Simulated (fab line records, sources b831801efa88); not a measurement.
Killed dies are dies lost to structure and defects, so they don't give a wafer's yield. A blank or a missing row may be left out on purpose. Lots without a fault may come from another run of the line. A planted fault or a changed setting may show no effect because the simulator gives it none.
Which tool did it? | flow sky130 | 15 lots, 45 wafers sampled, at 1 step of a route of 708

WHAT THE GAUGES READ, wafer by wafer
The record holds no reading of a measuring or inspecting step that can be judged against a usual standard deviation.

WHICH TOOL RAN EACH LOT (tool, then ch and the chambers of the sampled wafers, then the start)
lot  | SKY_SD_N_RTA_14
L237 | rtp_anneal-02 ch 0, day 28 02:07
L238 | rtp_anneal-01 ch 0, day 28 10:25
L239 | rtp_anneal-02 ch 0, day 28 18:45
L242 | rtp_anneal-01 ch 0, day 29 15:36
L243 | rtp_anneal-02 ch 0, day 29 20:11
L244 | rtp_anneal-01 ch 0, day 31 01:19
L245 | rtp_anneal-02 ch 0, day 31 03:49
L248 | rtp_anneal-02 ch 0, day 31 12:55
L250 | rtp_anneal-01 ch 0, day 32 04:10
L252 | rtp_anneal-01 ch 0, day 33 00:27
L254 | rtp_anneal-01 ch 0, day 33 11:51
L255 | rtp_anneal-02 ch 0, day 33 15:14
L257 | rtp_anneal-02 ch 0, day 34 09:04
L258 | rtp_anneal-01 ch 0, day 34 17:16
L259 | rtp_anneal-02 ch 0, day 35 09:52
- SKY_SD_N_RTA_14: time 2 s.

WHAT THE TOOLS THEMSELVES READ (means of the sampled wafers that have a number; where no wafer has one, the mark that the record gives instead)
SKY_SD_N_RTA_14. Usual: anneal_temp_c_max 1078.9, standard deviation 0.82; chamber_o2_ppm 1.997, standard deviation 0.024; lamp_power_pct 15.74 %, standard deviation 0.051; ramp_down_c_per_s 90.002, standard deviation 0.016; ramp_up_c_per_s 150.00, standard deviation 0.03; wafer_temp_C_max 1077.9, standard deviation 1.1.
lot  | tool          | anneal_temp_c_max | chamber_o2_ppm | lamp_power_pct (%) | ramp_down_c_per_s | ramp_up_c_per_s | wafer_temp_C_max | flag
L237 | rtp_anneal-02 | 1078.5            | 1.999          | 15.72              | 90.003            | 150.01          | 1078.3           |
L238 | rtp_anneal-01 | 1078.8            | 1.990          | 15.73              | 89.995            | 149.98          | 1077.4           |
L239 | rtp_anneal-02 | 1078.2            | 1.986          | 15.74              | 90.008            | 149.95          | 1077.4           |
L242 | rtp_anneal-01 | 1079.6            | 1.985          | 15.75              | 90.000            | 150.01          | 1078.3           |
L243 | rtp_anneal-02 | 1079.4            | 2.001          | 15.75              | 35.990            | 150.00          | 1079.1           | OFF
L244 | rtp_anneal-01 | 1080.6            | 2.038          | 15.76              | 90.012            | 150.01          | 1078.3           |
L245 | rtp_anneal-02 | 1078.1            | 2.012          | 15.75              | 35.996            | 149.97          | 1078.2           | OFF
L248 | rtp_anneal-02 | 1079.2            | 1.980          | 15.74              | 36.010            | 149.99          | 1077.3           | OFF
L250 | rtp_anneal-01 | 1079.3            | 1.992          | 15.73              | 90.014            | 149.99          | 1076.9           |
L252 | rtp_anneal-01 | 1078.5            | 1.998          | 15.72              | 89.997            | 150.00          | 1078.0           |
L254 | rtp_anneal-01 | 1079.1            | 2.017          | 15.77              | 90.007            | 150.03          | 1077.7           |
L255 | rtp_anneal-02 | 1078.9            | 1.998          | 15.77              | 90.000            | 150.02          | 1078.4           |
L257 | rtp_anneal-02 | 1079.3            | 1.999          | 15.69              | 89.994            | 150.00          | 1077.7           |
L258 | rtp_anneal-01 | 1078.9            | 2.023          | 15.74              | 90.009            | 150.01          | 1077.5           |
L259 | rtp_anneal-02 | 1079.5            | 1.982          | 15.72              | 89.999            | 150.02          | 1078.5           |

THE ANSWER, worked out from the rows above alone
Rule: a lot is off if the mean of its wafers that have a number lies more than 3 standard deviations from the usual mean. A lot without any number at a reading at which 4 lots or more have one is off too. The other lots that the step has rows for count as sound. The gauges are gone through in route order, then the tools' own readings, and for those a lot's mean is taken as printed above. The first step at which some lot is off is used, and at that step the reading that is off furthest; a lot without a number counts as furthest.
Off: L243, L245, L248, at SKY_SD_N_RTA_14 (ramp_down_c_per_s).
A tool fits if, at that step or a process step before it, it ran every lot that is off, and no sound lot after the first of them. None of those tried fits.

WHAT THE SIMULATOR HAD PUT IN
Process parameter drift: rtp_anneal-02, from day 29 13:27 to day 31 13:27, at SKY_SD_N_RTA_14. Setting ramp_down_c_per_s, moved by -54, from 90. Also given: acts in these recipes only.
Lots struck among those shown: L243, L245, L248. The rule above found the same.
